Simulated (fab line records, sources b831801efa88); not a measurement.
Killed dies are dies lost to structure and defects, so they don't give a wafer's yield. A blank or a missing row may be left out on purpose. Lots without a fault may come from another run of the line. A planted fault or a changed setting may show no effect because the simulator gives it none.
fab line records | flow gf180mcu
record lots=5 wafers=23
route steps=602 shown HV_LDD@180 NSD@237 PSD@252 CONTACT@287
start_h: hours from the record's first day to the start of the lot's first wafer shown | wait_h: hours since the lot's step before | " the same as in the row above | L1.1+2: a row that stands for several wafers | - no value, or no start given | * or withheld: withheld | < > ~ a bound
route shown NAME@n: a module of which the file shows steps, and the number in the route of the first | usual: mean/standard deviation of fault-free wafers | same: alike in all rows | chamber/n: place in a boat | sites: the reading at each site | _std_site: their standard deviation | _edge_site: outer sites' mean less inner sites' | radius_mm: how far each site lies from the wafer's centre | mask NAME#n: copy n | behind: the tool/chamber that last shaped the wafer | hold: why the lot was held/for how many hours/how that ended | device: the transistor (n, p or np) that didn't switch | end of line: the same wafers' tests at the end of the route | a step without rows: its recipe alone | killed: dies lost to structure and defects at the first sort, not the wafer's yield | map: a wafer's dies, x killed, . not, _ none there
set.NAME: the setting as run; set.NAME@STEP: as run at that earlier step | model.NAME: the simulator's own value behind a step, which no gauge read
lots whose settings were changed on purpose; a table a step, a row a wafer
## steps
# step GF_HV_LDD_EXPOSE_04
# recipe mask_id=Nplus_LV_AREA target_cd_nm=400 na=0.6 source_shape=conventional sigma_outer=0.6 dose_mj=140
# columns lot.wafer tool chamber start_h wait_h mask set.dose_mj
L076.1+3+6 iline_stepper-02 0 - - Nplus_LV_AREA#0 140
L076.2+5 " 0 " " Nplus_LV_AREA#0 135.8
L078.1+2+3+4+6 iline_stepper-02 0 - - Nplus_LV_AREA#0 140
L080.1+3+5 iline_stepper-01 0 - - Nplus_LV_AREA#0 140
L081.1+2+4 iline_stepper-02 0 - - Nplus_LV_AREA#0 140
L081.3+6 " 0 " " Nplus_LV_AREA#0 134.4
L085.1+2+3 iline_stepper-02 0 - - Nplus_LV_AREA#0 140
L085.5+6 " 0 " " Nplus_LV_AREA#0 144.8
# step GF_HV_LDD_PEB_05
# recipe temp_c=withheld time_s=* resist=NOVOLAK
# step GF_HV_LDD_DEVELOP_06
# recipe develop_time_s=60 dev_temp_c=23
# step GF_HV_LDD_CD_MEAS_07
# recipe target_cd_nm=400
# usual cd_nm=400.7/1.6
# columns lot.wafer tool chamber start_h wait_h set.dose_mj@HV_LDD_EXPOSE_04 cd_nm
L076.1 cd_sem-01 - 240.12 0.1 140 403.4
L076.2 " - " " 135.8 391.2
L076.3 " - " " 140 402.1
L076.5 " - " " 135.8 393.3
L076.6 " - " " 140 402.4
L078.1 cd_sem-02 - 255.44 0.1 140 404.0
L078.2 " - " " 140 402.3
L078.3 " - " " 140 402.8
L078.4 " - " " 140 404.9
L078.6 " - " " 140 404.2
L080.1 cd_sem-01 - 271.65 0.1 140 403.1
L080.3 " - " " 140 401.3
L080.5 " - " " 140 400.5
L081.1 cd_sem-01 - 272.12 0.1 140 399.7
L081.2 " - " " 140 402.5
L081.3 " - " " 134.4 389.5
L081.4 " - " " 140 402.3
L081.6 " - " " 134.4 390.6
L085.1 cd_sem-02 - 303.35 0.1 140 399.0
L085.2 " - " " 140 399.5
L085.3 " - " " 140 399.6
L085.5 " - " " 144.8 409.3
L085.6 " - " " 144.8 407.7
# step GF_HV_LDD_COAT_14
# recipe resist=NOVOLAK spin_rpm=3000 resist_thk_nm=1000
# columns lot.wafer tool chamber start_h wait_h set.spin_rpm model.NOVOLAK_of_HV_LDD_COAT_14.thk_nm
L076.1 litho_track-02 0 248.84 0.1 3174 970
L076.2 " 0 " " 3174 968.4
L076.3 " 0 " " 3000 1001
L076.5 " 0 " " 3000 996.4
L076.6 " 0 " " 3000 998.1
L078.1+4 litho_track-03 0 264.85 0.1 3000 1004
L078.2 " 0 " " 3000 1002
L078.3+6 " 0 " " 3000 1003
L080.1 litho_track-03 0 280.95 0.1 3000 1005
L080.3 " 0 " " 3000 1002
L080.5 " 0 " " 3000 1006
L081.1 litho_track-01 0 281.07 0.1 3000 996.2
L081.2 " 0 " " 3000 996.1
L081.3 " 0 " " 3000 995.4
L081.4 " 0 " " 3000 996.6
L081.6 " 0 " " 3000 994.4
L085.1+3 litho_track-02 0 313.04 0.1 3000 1001
L085.2 " 0 " " 3177 975
L085.5 " 0 " " 3177 978.4
L085.6 " 0 " " 3000 1000
# step GF_HV_LDD_SOFTBAKE_15
# recipe temp_c=90 time_s=60 resist=NOVOLAK
# columns lot.wafer tool chamber start_h wait_h set.temp_c
L076.1+6 litho_track-02 0 248.99 0.1 87.33
L076.2+3+5 " 0 " " 90
L078.1+2+6 litho_track-03 0 265.00 0.1 90
L078.3+4 " 0 " " 88.68
L080.1+3+5 litho_track-03 0 281.10 0.1 90
L081.1+2+3+4+6 litho_track-01 0 281.22 0.1 90
L085.1+2+6 litho_track-02 0 313.19 0.1 90
L085.3+5 " 0 " " 92.81
# step GF_HV_LDD_EXPOSE_16
# recipe mask_id=Pplus_LV_AREA target_cd_nm=400 na=0.6 source_shape=conventional sigma_outer=0.6 dose_mj=140
# columns lot.wafer tool chamber start_h wait_h mask set.temp_c@POLY_GATE_OXIDATION_16 model.HV_LDD.overlay_x_nm
L076.1+2+3+5+6 iline_stepper-01 0 - - Pplus_LV_AREA#0 850 0.6016
L078.1+2+3+4+6 iline_stepper-01 0 - - Pplus_LV_AREA#0 846.2 0.4079
L080.1+3+5 iline_stepper-01 0 - - Pplus_LV_AREA#0 850 0.4326
L081.1+2+3+4+6 iline_stepper-02 0 - - Pplus_LV_AREA#0 856.2 1.932
L085.1+2+3+5+6 iline_stepper-02 0 - - Pplus_LV_AREA#0 842.7 -0.2682
# step GF_HV_LDD_PEB_17
# recipe temp_c=withheld time_s=* resist=NOVOLAK
# step GF_HV_LDD_DEVELOP_18
# recipe develop_time_s=60 dev_temp_c=23
# step GF_HV_LDD_IMPLANT_21
# recipe species=BF2 energy_kev=25 dose_cm2=4.852e+13 tilt_deg=7
# step GF_HV_LDD_STRIP_22
# recipe chemistry=O2/N2 power_w=1400 pressure_mtorr=1500 platen_temp_c=250 o2_flow_sccm=3000 n2_flow_sccm=300 overash_fraction=0.5
# usual strip_time_to_endpoint_s=12.62/0.042
# columns lot.wafer tool chamber start_h wait_h set.spin_rpm@HV_LDD_COAT_14 strip_time_to_endpoint_s
L076.1 plasma_asher-04 1 258.43 0.1 3174 12.37
L076.2 " 0 " " 3174 12.27
L076.3 " 0 " " 3000 12.63
L076.5 " 1 " " 3000 12.57
L076.6 " 0 " " 3000 12.71
L078.1 plasma_asher-04 1 274.18 0.1 3000 12.68
L078.2 " 0 " " 3000 12.64
L078.3 " 1 " " 3000 12.71
L078.4 " 0 " " 3000 12.72
L078.6 " 0 " " 3000 12.66
L080.1 plasma_asher-02 1 290.01 0.1 3000 12.68
L080.3 " 0 " " 3000 12.66
L080.5 " 1 " " 3000 12.70
L081.1 plasma_asher-04 1 290.53 0.1 3000 12.56
L081.2 " 0 " " 3000 12.58
L081.3 " 0 " " 3000 12.58
L081.4 " 1 " " 3000 12.60
L081.6 " 1 " " 3000 12.56
L085.1 plasma_asher-02 1 323.81 0.1 3000 12.65
L085.2 " 0 " " 3177 12.35
L085.3 " 1 " " 3000 12.55
L085.5 " 0 " " 3177 12.30
L085.6 " 1 " " 3000 12.62
# step GF_HV_LDD_IMPLANT_36
# recipe species=P energy_kev=60 dose_cm2=7.5e+12 tilt_deg=30 rotation_deg=270
# columns lot.wafer tool chamber start_h wait_h set.dose_cm2
L076.1+2+6 implanter-01 0 277.21 0.1 8.057e+12
L076.3+5 " 0 " " 7.5e+12
L078.1+2+3+4+6 implanter-01 0 293.20 0.1 7.5e+12
L080.1+3+5 implanter-02 0 309.03 0.1 7.5e+12
L081.1+4+6 implanter-04 0 310.00 0.1 6.556e+12
L081.2+3 " 0 " " 7.5e+12
L085.1+3+5 implanter-02 0 343.80 0.1 7.5e+12
L085.2+6 " 0 " " 6.537e+12
# step GF_HV_LDD_CLEAN_51
# recipe chemistry=SC1/SC2 mix=1:4:20 temp_c=70 time_s=150 dry=n2_spin
# columns lot.wafer tool chamber start_h wait_h set.time_s
L076.1+2+3+5+6 - - - 0.1 157.9
L078.1+2+3+4+6 - - - 0.1 133.1
L080.1+3+5 wet_bench-01 1 328.96 0.1 150
L081.1+2+3+4+6 - - - 0.1 163.5
L085.1+2+3+5+6 - - - 0.1 128.1
# step GF_HV_LDD_RTA_52
# recipe temp_c=1000 time_s=10 ambient=N2
# step GF_HV_LDD_RS_MEAS_53
# recipe thk_meas_gauge=four-point-probe
# usual HV_LDD_RS=417.9/0.78
# columns lot.wafer tool chamber start_h wait_h set.dose_cm2@HV_LDD_IMPLANT_36 HV_LDD_RS[ohm/sq]
L076.1 film_metro-04 - 296.85 0.1 8.057e+12 417.2
L076.2 " - " " 8.057e+12 416.9
L076.3 " - " " 7.5e+12 417.7
L076.5 " - " " 7.5e+12 417.8
L076.6 " - " " 8.057e+12 415.4
L078.1 film_metro-02 - 313.02 0.1 7.5e+12 417.5
L078.2 " - " " 7.5e+12 417.0
L078.3 " - " " 7.5e+12 417.0
L078.4 " - " " 7.5e+12 418.1
L078.6 " - " " 7.5e+12 416.9
L080.1 film_metro-02 - 329.08 0.1 7.5e+12 416.3
L080.3 " - " " 7.5e+12 416.5
L080.5 " - " " 7.5e+12 417.1
L081.1 film_metro-02 - 329.37 0.1 6.556e+12 422.0
L081.2 " - " " 7.5e+12 418.8
L081.3 " - " " 7.5e+12 418.7
L081.4 " - " " 6.556e+12 421.6
L081.6 " - " " 6.556e+12 421.0
L085.1 film_metro-02 - 366.60 0.1 7.5e+12 417.6
L085.2 " - " " 6.537e+12 421.2
L085.3 " - " " 7.5e+12 417.8
L085.5 " - " " 7.5e+12 418.6
L085.6 " - " " 6.537e+12 419.9
# step GF_NSD_COAT_02
# recipe resist=NOVOLAK spin_rpm=3000 resist_thk_nm=1000
# columns lot.wafer tool chamber start_h wait_h set.spin_rpm model.NOVOLAK_of_NSD_COAT_02.thk_nm
L076.1 litho_track-02 0 308.79 0.1 3000 996.1
L076.2+6 " 0 " " 2823 1026
L076.3 " 0 " " 2823 1024
L076.5 " 0 " " 3000 995
L078.1 litho_track-04 0 324.97 0.1 3000 998.3
L078.2+4 " 0 " " 2833 1029
L078.3 " 0 " " 3000 999.4
L078.6 " 0 " " 3000 998.8
L081.1 litho_track-03 0 342.05 0.1 3000 1003
L081.2 " 0 " " 3151 977.4
L081.3 " 0 " " 3000 1005
L081.4 " 0 " " 3151 977.7
L081.6 " 0 " " 3151 977.9
L080.1 litho_track-03 0 342.65 0.1 3000 999.7
L080.3 " 0 " " 3000 1001
L080.5 " 0 " " 3000 1002
L085.1 litho_track-04 0 379.32 0.1 3127 976.6
L085.2 " 0 " " 3127 980
L085.3 " 0 " " 3000 998.1
L085.5 " 0 " " 3127 979.2
L085.6 " 0 " " 3000 1000
# step GF_NSD_IMPLANT_10
# recipe species=P energy_kev=40 dose_cm2=5e+14 tilt_deg=7
# columns lot.wafer tool chamber start_h wait_h set.energy_kev model.implant.rp_nm model.implant.drp_nm
L076.1+2+3+5+6 implanter-03 0 318.75 0.1 40 47.5 21.16
L078.1+2+3 implanter-03 0 335.40 0.1 37.09 44.2 19.84
L078.4+6 " 0 " " 40 47.6 21.16
L081.1+3+6 implanter-03 0 353.00 0.1 40 48.67 21.16
L081.2+4 " 0 " " 41.6 50.59 21.87
L080.1+3+5 implanter-01 0 353.72 0.1 40 47.48 21.16
L085.1+3 implanter-03 0 391.52 0.1 40 48.63 21.16
L085.2+5+6 " 0 " " 41.35 50.25 21.76
# step GF_NSD_STRIP_11
# recipe chemistry=O2/N2 power_w=1400 pressure_mtorr=1500 platen_temp_c=250 o2_flow_sccm=3000 n2_flow_sccm=300 overash_fraction=0.5
# usual strip_time_to_endpoint_s=22.95/0.037
# columns lot.wafer tool chamber start_h wait_h set.spin_rpm@NSD_COAT_02 strip_time_to_endpoint_s
L076.1 plasma_asher-03 0 318.90 0.1 3000 22.91
L076.2 " 1 " " 2823 23.24
L076.3 " 1 " " 2823 23.22
L076.5 " 1 " " 3000 22.88
L076.6 " 0 " " 2823 23.25
L078.1 plasma_asher-01 1 335.55 0.1 3000 22.82
L078.2 " 0 " " 2833 23.18
L078.3 " 1 " " 3000 22.84
L078.4 " 0 " " 2833 23.29
L078.6 " 0 " " 3000 22.93
L081.1 plasma_asher-01 1 353.15 0.1 3000 23.01
L081.2 " 0 " " 3151 22.77
L081.3 " 0 " " 3000 23.02
L081.4 " 1 " " 3151 22.79
L081.6 " 1 " " 3151 22.69
L080.1 plasma_asher-01 0 353.87 0.1 3000 22.95
L080.3 " 0 " " 3000 22.96
L080.5 " 1 " " 3000 22.97
L085.1 plasma_asher-02 0 391.67 0.1 3127 22.70
L085.2 " 1 " " 3127 22.77
L085.3 " 0 " " 3000 22.93
L085.5 " 0 " " 3127 22.78
L085.6 " 1 " " 3000 23.01
# step GF_PSD_EXPOSE_04
# recipe mask_id=Pplus target_cd_nm=400 na=0.6 source_shape=conventional sigma_outer=0.6 dose_mj=140
# columns lot.wafer tool chamber start_h wait_h mask set.dose_mj
L076.1+5+6 iline_stepper-02 0 - - Pplus#0 148.5
L076.2+3 " 0 " " Pplus#0 140
L078.1+2+6 iline_stepper-01 0 - - Pplus#0 137.1
L078.3+4 " 0 " " Pplus#0 140
L081.1+2+4 iline_stepper-02 0 - - Pplus#0 147.7
L081.3+6 " 0 " " Pplus#0 140
L080.1+3+5 iline_stepper-02 0 - - Pplus#0 140
L085.1+3+6 iline_stepper-01 0 - - Pplus#0 149.2
L085.2+5 " 0 " " Pplus#0 140
# step GF_PSD_PEB_05
# recipe temp_c=withheld time_s=* resist=NOVOLAK
# step GF_PSD_DEVELOP_06
# recipe develop_time_s=60 dev_temp_c=23
# step GF_PSD_CD_MEAS_07
# recipe target_cd_nm=400
# usual cd_nm=399.8/2.3
# columns lot.wafer tool chamber start_h wait_h set.dose_mj@PSD_EXPOSE_04 cd_nm
L076.1 cd_sem-02 - 339.07 0.1 148.5 414.5
L076.2 " - " " 140 396.9
L076.3 " - " " 140 397.2
L076.5 " - " " 148.5 415.4
L076.6 " - " " 148.5 415.0
L078.1 cd_sem-01 - 356.82 0.1 137.1 396.0
L078.2 " - " " 137.1 393.6
L078.3 " - " " 140 399.7
L078.4 " - " " 140 402.8
L078.6 " - " " 137.1 393.9
L081.1 cd_sem-01 - 374.57 0.1 147.7 417.6
L081.2 " - " " 147.7 414.9
L081.3 " - " " 140 401.7
L081.4 " - " " 147.7 415.9
L081.6 " - " " 140 400.7
L080.1 cd_sem-01 - 376.09 0.1 140 399.4
L080.3 " - " " 140 399.9
L080.5 " - " " 140 397.7
L085.1 cd_sem-01 - 413.87 0.1 149.2 416.3
L085.2 " - " " 140 398.2
L085.3 " - " " 149.2 414.3
L085.5 " - " " 140 396.0
L085.6 " - " " 149.2 417.8
# step GF_PSD_IMPLANT_09
# recipe species=BF2 energy_kev=40 dose_cm2=1.5e+15 tilt_deg=7
# columns lot.wafer tool chamber start_h wait_h set.energy_kev model.implant.rp_nm model.implant.drp_nm
L076.1+2 implanter-01 0 339.23 0.0 40 29.3 15.87
L076.3+5+6 " 0 " " 37.24 27.63 15.1
L078.1+2+3+4+6 implanter-02 0 356.98 0.0 40 30.13 15.87
L081.1+6 implanter-03 0 374.72 0.0 38.8 30.1 15.54
L081.2+3+4 " 0 " " 40 30.86 15.87
L080.1+3+5 implanter-02 0 376.24 0.0 40 30.22 15.87
L085.1+2+3 implanter-02 0 414.02 0.0 40 29.43 15.87
L085.5+6 " 0 " " 38.9 28.76 15.57
# step GF_PSD_STRIP_10
# recipe chemistry=O2/N2 power_w=1400 pressure_mtorr=1500 platen_temp_c=250 o2_flow_sccm=3000 n2_flow_sccm=300 overash_fraction=0.5
# usual strip_time_to_endpoint_s=16.533/0.028
# columns lot.wafer tool chamber start_h wait_h set.energy_kev@PSD_IMPLANT_09 strip_time_to_endpoint_s
L076.1 plasma_asher-02 1 339.38 0.1 40 16.574
L076.2 " 0 " " 40 16.602
L076.3 " 1 " " 37.24 16.304
L076.5 " 0 " " 37.24 16.266
L076.6 " 1 " " 37.24 16.302
L078.1 plasma_asher-01 1 357.13 0.1 40 16.466
L078.2 " 0 " " 40 16.510
L078.3 " 1 " " 40 16.513
L078.4 " 0 " " 40 16.504
L078.6 " 0 " " 40 16.535
L081.1 plasma_asher-02 1 374.87 0.1 38.8 16.424
L081.2 " 0 " " 40 16.526
L081.3 " 0 " " 40 16.502
L081.4 " 1 " " 40 16.490
L081.6 " 1 " " 38.8 16.414
L080.1 plasma_asher-01 0 376.39 0.1 40 16.519
L080.3 " 0 " " 40 16.514
L080.5 " 1 " " 40 16.550
L085.1 plasma_asher-01 1 414.17 0.1 40 16.525
L085.2 " 0 " " 40 16.533
L085.3 " 1 " " 40 16.549
L085.5 " 0 " " 38.9 16.442
L085.6 " 1 " " 38.9 16.418
# step GF_PSD_TW_MEAS_11
# usual PSD_TW=3197/16
# columns lot.wafer tool chamber start_h wait_h set.energy_kev@PSD_IMPLANT_09 PSD_TW
L076.1 film_metro-02 - 339.48 0.1 40 3209
L076.2 " - " " 40 3214
L076.3 " - " " 37.24 3135
L076.5 " - " " 37.24 3154
L076.6 " - " " 37.24 3142
L078.1 film_metro-01 - 357.23 0.1 40 3187
L078.2 " - " " 40 3195
L078.3 " - " " 40 3191
L078.4 " - " " 40 3183
L078.6 " - " " 40 3185
L081.1 film_metro-03 - 374.97 0.1 38.8 3185
L081.2 " - " " 40 3201
L081.3 " - " " 40 3224
L081.4 " - " " 40 3207
L081.6 " - " " 38.8 3195
L080.1 film_metro-01 - 376.49 0.1 40 3185
L080.3 " - " " 40 3177
L080.5 " - " " 40 3194
L085.1 film_metro-03 - 414.27 0.1 40 3217
L085.2 " - " " 40 3230
L085.3 " - " " 40 3201
L085.5 " - " " 38.9 3180
L085.6 " - " " 38.9 3182
# step GF_PSD_CLEAN_12
# recipe chemistry=SC1/SC2 mix=1:4:20 temp_c=70 time_s=150 dry=n2_spin
# step GF_PSD_RTA_13
# recipe temp_c=1025 time_s=20 ambient=N2
# step GF_PSD_RS_MEAS_15
# recipe thk_meas_gauge=four-point-probe
# usual PSD_RS=108.45/0.26
# columns lot.wafer tool chamber start_h wait_h set.energy_kev@PSD_IMPLANT_09 PSD_RS[ohm/sq]
L076.1 film_metro-02 - 339.85 0.1 40 108.41
L076.2 " - " " 40 108.34
L076.3 " - " " 37.24 112.29
L076.5 " - " " 37.24 112.15
L076.6 " - " " 37.24 112.00
L078.1 film_metro-01 - 357.63 0.1 40 108.63
L078.2 " - " " 40 108.85
L078.3 " - " " 40 108.45
L078.4 " - " " 40 108.86
L078.6 " - " " 40 108.48
L081.1 film_metro-02 - 375.43 0.1 38.8 110.14
L081.2 " - " " 40 108.61
L081.3 " - " " 40 108.69
L081.4 " - " " 40 108.41
L081.6 " - " " 38.8 109.92
L080.1 film_metro-02 - 376.81 0.1 40 107.87
L080.3 " - " " 40 107.84
L080.5 " - " " 40 108.35
L085.1 film_metro-02 - 414.59 0.1 40 108.44
L085.2 " - " " 40 108.37
L085.3 " - " " 40 108.25
L085.5 " - " " 38.9 109.43
L085.6 " - " " 38.9 109.46
# step GF_CONTACT_CVD_00
# recipe material=SiO2 target_thk_nm=300 sigma_open_frac=0.3 temp_c=400 time_s=50 sih4_flow_sccm=60 pressure_mtorr=6
# columns lot.wafer tool chamber start_h wait_h set.sih4_flow_sccm model.SiO2_of_CONTACT_CVD_00.thk_nm
L076.1 hdpcvd-02 2 363.50 0.2 60 297.2
L076.2 " 1 " " 60 299.6
L076.3 " 0 " " 60 304.4
L076.5 " 1 " " 60 301.5
L076.6 " 2 " " 60 299.3
L078.1 hdpcvd-02 0 380.55 0.1 63.64 320.7
L078.2 " 2 " " 63.64 315.1
L078.3 " 1 " " 60 302.2
L078.4 " 0 " " 60 300.6
L078.6 " 1 " " 60 302.9
L081.1 hdpcvd-02 2 398.69 0.1 63.21 313.2
L081.2 " 1 " " 60 301.1
L081.3 " 0 " " 63.21 318
L081.4 " 0 " " 60 298.6
L081.6 " 1 " " 60 302.2
L080.1 hdpcvd-02 2 400.55 0.1 60 295.5
L080.3 " 0 " " 60 305.9
L080.5 " 0 " " 60 304.4
L085.1 hdpcvd-02 2 440.05 0.1 60 294.7
L085.2 " 1 " " 60 301.8
L085.3 " 0 " " 54.41 271.4
L085.5 " 0 " " 54.41 277.1
L085.6 " 1 " " 60 303.6
# step GF_CONTACT_THK_MEAS_01
# recipe reads=SiO2_of_CONTACT_CVD_00
# usual CONTACT_CVD_00_THK=301/3.2
# columns lot.wafer tool chamber start_h wait_h set.sih4_flow_sccm@CONTACT_CVD_00 CONTACT_CVD_00_THK[nm]
L076.1 film_metro-02 - 363.55 0.0 60 297
L076.2 " - " " 60 300
L076.3 " - " " 60 304
L076.5 " - " " 60 302
L076.6 " - " " 60 299
L078.1 film_metro-04 - 380.60 0.0 63.64 320
L078.2 " - " " 63.64 315
L078.3 " - " " 60 302
L078.4 " - " " 60 301
L078.6 " - " " 60 303
L081.1 film_metro-04 - 398.73 0.0 63.21 313
L081.2 " - " " 60 301
L081.3 " - " " 63.21 318
L081.4 " - " " 60 298
L081.6 " - " " 60 302
L080.1 film_metro-02 - 400.60 0.0 60 296
L080.3 " - " " 60 306
L080.5 " - " " 60 305
L085.1 film_metro-01 - 440.09 0.0 60 294
L085.2 " - " " 60 302
L085.3 " - " " 54.41 271
L085.5 " - " " 54.41 277
L085.6 " - " " 60 303
## key
split step=GF_HV_LDD_EXPOSE_04 setting=dose_mj stated=140 by=wafer
response step=GF_HV_LDD_CD_MEAS_07 reading=cd_nm change=+2.94 per=1% r=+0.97
split step=GF_HV_LDD_COAT_14 setting=spin_rpm stated=3000 by=wafer
response step=GF_HV_LDD_COAT_14 reading=model.NOVOLAK_of_HV_LDD_COAT_14.thk_nm change=-4.54 per=1% r=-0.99
response step=GF_HV_LDD_STRIP_22 reading=strip_time_to_endpoint_s change=* per=1% r=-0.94
split step=GF_HV_LDD_SOFTBAKE_15 setting=temp_c stated=90 by=wafer
response none clear
split step=GF_HV_LDD_IMPLANT_36 setting=dose_cm2 stated=7.5e+12 by=wafer
response step=GF_HV_LDD_RS_MEAS_53 reading=HV_LDD_RS change=-0.204 per=1% r=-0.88
split step=GF_HV_LDD_CLEAN_51 setting=time_s stated=150 by=lot
response none clear
split step=GF_NSD_COAT_02 setting=spin_rpm stated=3000 by=wafer
response step=GF_NSD_COAT_02 reading=model.NOVOLAK_of_NSD_COAT_02.thk_nm change=-5.17 per=1% r=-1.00
response step=GF_NSD_STRIP_11 reading=strip_time_to_endpoint_s change=* per=1% r=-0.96
split step=GF_NSD_IMPLANT_10 setting=energy_kev stated=40 by=wafer
response step=GF_NSD_IMPLANT_10 reading=model.implant.rp_nm change=+0.471 per=1% r=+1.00
response step=GF_NSD_IMPLANT_10 reading=model.implant.drp_nm change=+0.18 per=1% r=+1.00
split step=GF_PSD_EXPOSE_04 setting=dose_mj stated=140 by=wafer
response step=GF_PSD_CD_MEAS_07 reading=cd_nm change=+2.88 per=1% r=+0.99
split step=GF_PSD_IMPLANT_09 setting=energy_kev stated=40 by=wafer
response step=GF_PSD_IMPLANT_09 reading=model.implant.rp_nm change=+0.243 per=1% r=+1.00
response step=GF_PSD_IMPLANT_09 reading=model.implant.drp_nm change=+0.112 per=1% r=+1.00
response step=GF_PSD_STRIP_10 reading=strip_time_to_endpoint_s change=* per=1% r=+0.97
response step=GF_PSD_TW_MEAS_11 reading=PSD_TW change=+9.78 per=1% r=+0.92
response step=GF_PSD_RS_MEAS_15 reading=PSD_RS change=-0.52 per=1% r=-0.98
split step=GF_CONTACT_CVD_00 setting=sih4_flow_sccm stated=60 by=wafer
response step=GF_CONTACT_CVD_00 reading=model.SiO2_of_CONTACT_CVD_00.thk_nm change=+2.74 per=1% r=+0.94
response step=GF_CONTACT_THK_MEAS_01 reading=CONTACT_CVD_00_THK change=+2.73 per=1% r=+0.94
split outside_this_file step=GF_POLY_GATE_OXIDATION_16 setting=temp_c
# split outside_this_file: this setting was split too, and the file shows its column; the key of that split is in another file
